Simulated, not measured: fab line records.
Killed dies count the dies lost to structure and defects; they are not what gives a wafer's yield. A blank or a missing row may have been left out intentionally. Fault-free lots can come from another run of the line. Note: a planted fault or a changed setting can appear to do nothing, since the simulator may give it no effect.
Which of the tools did it? -- flow gf180mcu -- 36 wafers from 12 lots sampled at 3 of the route's 602 steps

== WHAT EACH GAUGE READ, for each wafer ==
GF_M3_THK_MEAS_06: measures by xrf. Usual: M3_ALCU_THK gives 449 nm (standard deviation 6.3).
lot,measured,on,M3_ALCU_THK (nm),flag
L336,day 20 16:22,film metro-04,452 447 449,
L337,day 20 20:32,film metro-02,435 436 436,
L338,day 20 22:22,film metro-02,445 448 447,
L339,day 21 06:20,film metro-02,446 454 450,
L348,day 24 22:07,film metro-01,442 446 448,
L350,day 25 14:50,film metro-01,436 436 443,
L353,day 26 11:24,film metro-04,451 440 454,
L352,day 26 14:26,film metro-01,445 446 441,
L354,day 26 15:11,film metro-01,438 438 442,
L355,day 27 01:11,film metro-04,450 460 451,
L356,day 27 02:11,film metro-01,452 443 446,
L359,day 27 21:25,film metro-01,441 457 447,

== WHICH TOOL RAN EACH LOT (tool, then ch and the chambers of the sampled wafers, then the start) ==
lot,GF_M3_SPUTTER_03,GF_M3_SPUTTER_04
L336,"pvd sputter-01, day 20 16:11","pvd sputter-01, day 20 16:13"
L337,"pvd sputter-02, day 20 20:21","pvd sputter-02, day 20 20:22"
L338,"pvd sputter-04, day 20 22:11","pvd sputter-04, day 20 22:12"
L339,"pvd sputter-01, day 21 06:08","pvd sputter-01, day 21 06:10"
L348,"pvd sputter-04, day 24 21:56","pvd sputter-04, day 24 21:57"
L350,"pvd sputter-04, day 25 14:39","pvd sputter-04, day 25 14:40"
L353,"pvd sputter-02, day 26 11:12","pvd sputter-02, day 26 11:14"
L352,"pvd sputter-04, day 26 14:16","pvd sputter-04, day 26 14:17"
L354,"pvd sputter-01, day 26 14:53","pvd sputter-01, day 26 14:55"
L355,"pvd sputter-04, day 27 01:00","pvd sputter-04, day 27 01:01"
L356,"pvd sputter-02, day 27 02:00","pvd sputter-02, day 27 02:01"
L359,"pvd sputter-04, day 27 21:14","pvd sputter-04, day 27 21:16"
- GF_M3_SPUTTER_03: material Ti, target thk 10 nm, time 6.7 s.
- GF_M3_SPUTTER_04: material TiN, target thk 50 nm, time 41.7 s.

== AS READ BY THE TOOLS THEMSELVES (means over the sampled wafers that have a number; for cases with no such wafer, the mark the record gives instead) ==
GF_M3_SPUTTER_03. Usual: cathode dc power W 2999.9 W, standard deviation 0.47; substrate temp c 300.01 C, standard deviation 0.22; throttle valve pct 30.6 %, standard deviation 1.
lot,tool,cathode dc power W (W),substrate temp c (C),throttle valve pct (%),flag
L336,pvd sputter-01,2999.9,300.09,29.6,
L337,pvd sputter-02,3000.1,300.28,30.2,
L338,pvd sputter-04,2999.5,300.03,30.6,
L339,pvd sputter-01,2999.8,300.20,31.2,
L348,pvd sputter-04,2999.7,299.89,31.1,
L350,pvd sputter-04,2999.9,300.12,30.9,
L353,pvd sputter-02,2999.9,300.21,30.3,
L352,pvd sputter-04,3000.1,300.07,30.6,
L354,pvd sputter-01,3000.3,300.28,30.2,
L355,pvd sputter-04,3000.0,299.96,30.7,
L356,pvd sputter-02,2999.9,300.16,29.8,
L359,pvd sputter-04,3000.1,300.10,30.7,

GF_M3_SPUTTER_04. Usual: cathode dc power W 6500.3 W, standard deviation 1.2; throttle valve pct 30.6 %, standard deviation 1.1.
lot,tool,cathode dc power W (W),throttle valve pct (%),flag
L336,pvd sputter-01,6500.3,29.5,
L337,pvd sputter-02,6500.4,30.2,
L338,pvd sputter-04,6500.4,30.3,
L339,pvd sputter-01,6499.8,31.2,
L348,pvd sputter-04,6500.2,31.2,
L350,pvd sputter-04,6500.1,31.0,
L353,pvd sputter-02,6500.1,30.3,
L352,pvd sputter-04,6500.8,30.6,
L354,pvd sputter-01,6500.7,30.1,
L355,pvd sputter-04,6499.7,30.5,
L356,pvd sputter-02,6499.2,29.6,
L359,pvd sputter-04,6499.7,30.8,

== THE ANSWER, worked out from the rows above alone ==
Rule: lot off if the mean of its wafers having a number is beyond 3 standard deviations from the usual mean. Also off: a lot with no number at a reading for which 4 or more lots have one. Any other lot the step has rows for is counted as sound. After the gauges, taken in route order, come the tools' own readings; for these a lot's mean is taken, as printed above. The first step at which some lot is off is used, and at that step the reading that is off furthest; a lot without a number counts as furthest.
No lot is off on any of the readings shown, so nothing can be concluded from this.

== WHAT THE SIMULATOR PUT IN ==
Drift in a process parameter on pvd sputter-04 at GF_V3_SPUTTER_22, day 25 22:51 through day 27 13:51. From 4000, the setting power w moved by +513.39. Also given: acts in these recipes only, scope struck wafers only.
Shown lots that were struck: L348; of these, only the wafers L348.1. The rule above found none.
